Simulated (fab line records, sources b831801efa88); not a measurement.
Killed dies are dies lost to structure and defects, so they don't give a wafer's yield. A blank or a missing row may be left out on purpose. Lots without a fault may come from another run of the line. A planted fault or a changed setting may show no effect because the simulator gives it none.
Chamber matching | flow sky130 | SKY_VIA1_CMP_24 on cmp-02: 4 sister chambers
The step polishes, stops on SiO2, t overpolish 15 s, target thk 0 nm. 14 wafers are shown with their chamber, then 7 later ones without.

WAFERS WITH THEIR CHAMBER
wafer  | chamber | motor_current_A (A) | slurry_flow_ml_min | overpolish_run_s (s)
L841.1 | 0       | 10.0                | 150.4              | 15.007
L841.4 | 2       | 9.3                 | 150.0              | 15.012
L841.6 | 2       | 9.4                 | 149.4              | 14.999
L843.2 | 0       | 10.2                | 149.7              | 15.001
L843.3 | 1       | 10.6                | 150.7              | 14.998
L843.5 | 3       | 10.7                | 149.6              | 15.003
L845.1 | 3       | 10.6                | 149.6              | 14.984
L845.4 | 1       | 10.9                | 150.9              | 15.004
L845.5 | 1       | 10.4                | 151.1              | 14.990
L846.1 | 0       | 11.0                | 149.9              | 14.987
L846.2 | 3       | 11.3                | 149.9              | 15.011
L846.4 | 1       | 10.8                | 150.3              | 14.999
L850.1 | 0       | 10.1                | 149.6              | 14.994
L850.4 | 1       | 9.9                 | 149.8              | 15.002

SIGNATURES (means of the wafers above)
reading            | chamber 0 | chamber 1 | chamber 2 | chamber 3 | scatter within a chamber
motor_current_A    | 10.325    | 10.520    | 9.350     | 10.867    | 0.393
slurry_flow_ml_min | 149.900   | 150.560   | 149.700   | 149.700   | 0.411
overpolish_run_s   | 14.99725  | 14.99860  | 15.00550  | 14.99933  | 0.009
Rule: a wafer's distance from a chamber is the root of the sum, over the readings, of the square of ((its reading less the chamber's mean) divided by the reading's scatter). The wafer belongs to the nearest chamber; if the next one is less than 2 further off, it can't be placed. The scatter: the root of (the sum of the squares of (reading less its chamber's mean) over the shown wafers, divided by (wafers less chambers)).

WAFERS WITHOUT THEIR CHAMBER
wafer  | motor_current_A (A) | slurry_flow_ml_min | overpolish_run_s (s)
L850.5 | 9.3                 | 149.6              | 15.014
L851.2 | 9.4                 | 150.1              | 15.005
L851.3 | 10.8                | 149.8              | 15.007
L851.4 | 10.1                | 149.1              | 14.988
L852.1 | 8.9                 | 149.3              | 14.995
L852.3 | 10.4                | 150.9              | 15.013
L852.4 | 10.3                | 150.2              | 14.993

WHICH CHAMBER EACH WENT THROUGH
wafer  | from the rows above               | in truth
L850.5 | 2                                 | 2
L851.2 | can't be placed: 2 or 0           | 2
L851.3 | can't be placed: 3 or 0 or 1      | 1
L851.4 | can't be placed: 0 or 3 or 2 or 1 | 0
L852.1 | 2                                 | 2
L852.3 | can't be placed: 1 or 0 or 3      | 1
L852.4 | can't be placed: 0 or 1 or 3      | 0
Placed correctly: 2 of 7. Can't be placed from these rows: 5 (the true chamber is among the candidates in 5). Placed wrongly: 0.
